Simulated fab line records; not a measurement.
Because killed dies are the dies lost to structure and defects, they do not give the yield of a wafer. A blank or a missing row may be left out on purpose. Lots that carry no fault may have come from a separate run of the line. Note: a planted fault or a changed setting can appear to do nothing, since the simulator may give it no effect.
What tool caused it? + flow gf180mcu + 33 wafers from 11 lots sampled at 5 of the route's 602 steps

== WHAT THE GAUGES SHOWED, per wafer ==
GF_V4_THK_MEAS_25: measures by xrf. Usual: V4_W_THK gives 349 nm (standard deviation 4.8).
| lot  | measured     | on            | V4_W_THK (nm) | flag |
|------|--------------|---------------|---------------|------|
| L539 | day 25 00:04 | film-metro-03 | 353 355 357   |      |
| L541 | day 25 14:04 | film-metro-03 | 362 364 352   |      |
| L542 | day 26 06:01 | film-metro-04 | 336 343 340   |      |
| L543 | day 26 15:16 | film-metro-04 | 347 345 340   |      |
| L544 | day 26 19:16 | film-metro-01 | 345 344 345   |      |
| L552 | day 29 03:41 | film-metro-01 | 345 349 344   |      |
| L554 | day 30 02:30 | film-metro-03 | 351 348 348   |      |
| L555 | day 30 15:22 | film-metro-04 | 342 346 346   |      |
| L557 | day 30 16:18 | film-metro-01 | 353 353 349   |      |
| L558 | day 30 23:35 | film-metro-03 | 348 352 354   |      |
| L560 | day 31 13:12 | film-metro-01 | 348 352 352   |      |

GF_V5_RS_MEAS_24: measures by four-point-probe. Usual: V5_W_RS gives 0.325 ohm/sq (standard deviation 0.0032).
| lot  | measured     | on            | V5_W_RS (ohm/sq)  | flag |
|------|--------------|---------------|-------------------|------|
| L539 | day 27 20:22 | film-metro-02 | 0.324 0.326 0.325 |      |
| L541 | day 28 07:28 | film-metro-01 | 0.326 0.325 0.325 |      |
| L542 | day 28 21:28 | film-metro-04 | 0.339 0.344 0.344 | OFF  |
| L543 | day 29 05:09 | film-metro-01 | 0.322 0.335 0.329 |      |
| L544 | day 29 12:38 | film-metro-01 | 0.345 0.338 0.342 | OFF  |
| L552 | day 31 14:21 | film-metro-02 | 0.324 0.332 0.325 |      |
| L554 | day 32 09:58 | film-metro-04 | 0.325 0.328 0.325 |      |
| L555 | day 32 21:55 | film-metro-04 | 0.321 0.328 0.327 |      |
| L557 | day 32 23:25 | film-metro-04 | 0.327 0.323 0.323 |      |
| L558 | day 33 05:59 | film-metro-02 | 0.329 0.327 0.329 |      |
| L560 | day 33 17:38 | film-metro-01 | 0.322 0.326 0.322 |      |

GF_V5_THK_MEAS_25: measures by xrf. Usual: V5_W_THK gives 351 nm (standard deviation 4.1).
| lot  | measured     | on            | V5_W_THK (nm) | flag |
|------|--------------|---------------|---------------|------|
| L539 | day 27 20:29 | film-metro-02 | 355 348 352   |      |
| L541 | day 28 07:35 | film-metro-01 | 352 353 352   |      |
| L542 | day 28 21:34 | film-metro-04 | 337 334 332   | OFF  |
| L543 | day 29 05:16 | film-metro-01 | 348 337 343   |      |
| L544 | day 29 12:44 | film-metro-01 | 329 333 329   | OFF  |
| L552 | day 31 14:27 | film-metro-02 | 355 345 353   |      |
| L554 | day 32 10:05 | film-metro-04 | 352 350 354   |      |
| L555 | day 32 22:01 | film-metro-04 | 357 348 349   |      |
| L557 | day 32 23:32 | film-metro-04 | 353 357 354   |      |
| L558 | day 33 06:06 | film-metro-02 | 349 352 349   |      |
| L560 | day 33 17:44 | film-metro-01 | 352 347 352   |      |

== WHAT TOOL EACH LOT RAN ON (gives the tool, then ch and the chambers of the sampled wafers, and finally the start) ==
| lot  | GF_V4_STRIP_18                       | GF_V5_CVD_23                  |
|------|--------------------------------------|-------------------------------|
| L539 | plasma-asher-03 ch 0,1, day 24 23:11 | cvd-w-02 ch 1, day 27 20:14   |
| L541 | plasma-asher-02 ch 0,1, day 25 13:11 | cvd-w-02 ch 0,1, day 28 07:21 |
| L542 | plasma-asher-01 ch 0,1, day 26 05:01 | cvd-w-02 ch 0,1, day 28 21:20 |
| L543 | plasma-asher-02 ch 0,1, day 26 14:23 | cvd-w-01 ch 0,1, day 29 05:02 |
| L544 | plasma-asher-03 ch 0,1, day 26 18:23 | cvd-w-02 ch 0,1, day 29 12:30 |
| L552 | plasma-asher-02 ch 0,1, day 29 02:49 | cvd-w-01 ch 0,1, day 31 14:14 |
| L554 | plasma-asher-02 ch 0,1, day 30 01:38 | cvd-w-02 ch 0,1, day 32 09:51 |
| L555 | plasma-asher-02 ch 0,1, day 30 14:28 | cvd-w-01 ch 0,1, day 32 21:47 |
| L557 | plasma-asher-02 ch 0,1, day 30 15:26 | cvd-w-02 ch 0, day 32 23:18   |
| L558 | plasma-asher-01 ch 0,1, day 30 22:41 | cvd-w-02 ch 0,1, day 33 05:52 |
| L560 | plasma-asher-02 ch 0,1, day 31 12:19 | cvd-w-01 ch 0,1, day 33 17:32 |
- GF_V4_STRIP_18: strips in O2/N2.
- GF_V5_CVD_23: deposits W, target thk 350 nm, time 104.9 s.

== WHAT THE TOOLS THEMSELVES READ (means of the sampled wafers that have a number; where no wafer has one, the mark that the record gives instead) ==
GF_V4_STRIP_18. Usual: drypump-motor-current-A 5.8 A, standard deviation 0.54; heater-power-w 350 W, standard deviation 24; oes-product-au 0.593 a.u., standard deviation 0.0047.
| lot  | tool            | drypump-motor-current-A (A) | heater-power-w (W) | oes-product-au (a.u.) | flag |
|------|-----------------|-----------------------------|--------------------|-----------------------|------|
| L539 | plasma-asher-03 | 5.2                         | 324                | 0.596                 |      |
| L541 | plasma-asher-02 | 6.3                         | 383                | 0.594                 |      |
| L542 | plasma-asher-01 | 5.9                         | 354                | 0.592                 |      |
| L543 | plasma-asher-02 | 6.3                         | 374                | 0.592                 |      |
| L544 | plasma-asher-03 | 5.3                         | 321                | 0.600                 |      |
| L552 | plasma-asher-02 | 6.2                         | 372                | 0.593                 |      |
| L554 | plasma-asher-02 | 6.2                         | 369                | 0.595                 |      |
| L555 | plasma-asher-02 | 6.2                         | 368                | 0.591                 |      |
| L557 | plasma-asher-02 | 6.3                         | 380                | 0.596                 |      |
| L558 | plasma-asher-01 | 5.7                         | 346                | 0.596                 |      |
| L560 | plasma-asher-02 | 6.3                         | 374                | 0.589                 |      |

GF_V5_CVD_23. Usual: chamber-pressure-Torr 40.01 Torr, standard deviation 0.08; heater-power-w 837 W, standard deviation 99.
| lot  | tool     | chamber-pressure-Torr (Torr) | heater-power-w (W) | flag |
|------|----------|------------------------------|--------------------|------|
| L539 | cvd-w-02 | 39.95                        | 947                |      |
| L541 | cvd-w-02 | 40.02                        | 882                |      |
| L542 | cvd-w-02 | 35.63                        | 872                | OFF  |
| L543 | cvd-w-01 | 40.08                        | 725                |      |
| L544 | cvd-w-02 | 35.58                        | 855                | OFF  |
| L552 | cvd-w-01 | 40.00                        | 799                |      |
| L554 | cvd-w-02 | 39.92                        | 903                |      |
| L555 | cvd-w-01 | 39.96                        | 732                |      |
| L557 | cvd-w-02 | 40.09                        | 840                |      |
| L558 | cvd-w-02 | 40.04                        | 903                |      |
| L560 | cvd-w-01 | 40.05                        | 739                |      |

== THE ANSWER, worked out from the rows above alone ==
Rule: a lot is off if the mean of its wafers that have a number lies more than 3 standard deviations from the usual mean. A lot without any number at a reading at which 4 lots or more have one is off too. Where the step has rows for the other lots, those lots are counted as sound. After the gauges, taken in route order, come the tools' own readings; for these a lot's mean is taken, as printed above. The first step at which some lot is off is used, and at that step the reading that is off furthest; a lot without a number counts as furthest.
Off: L542, L544, seen at GF_V5_RS_MEAS_24 (V5_W_RS).
If a tool, at a process step before that reading, ran all the lots that are off and no sound lot after the first of them, it fits. The gauges at GF_V5_RS_MEAS_24 aren't tried: what is off there is off at GF_V5_CVD_23 too, on other tools, and a gauge's error can't cause that. Not one of the candidates tried fits.

== WHAT THE SIMULATOR HAD INSERTED ==
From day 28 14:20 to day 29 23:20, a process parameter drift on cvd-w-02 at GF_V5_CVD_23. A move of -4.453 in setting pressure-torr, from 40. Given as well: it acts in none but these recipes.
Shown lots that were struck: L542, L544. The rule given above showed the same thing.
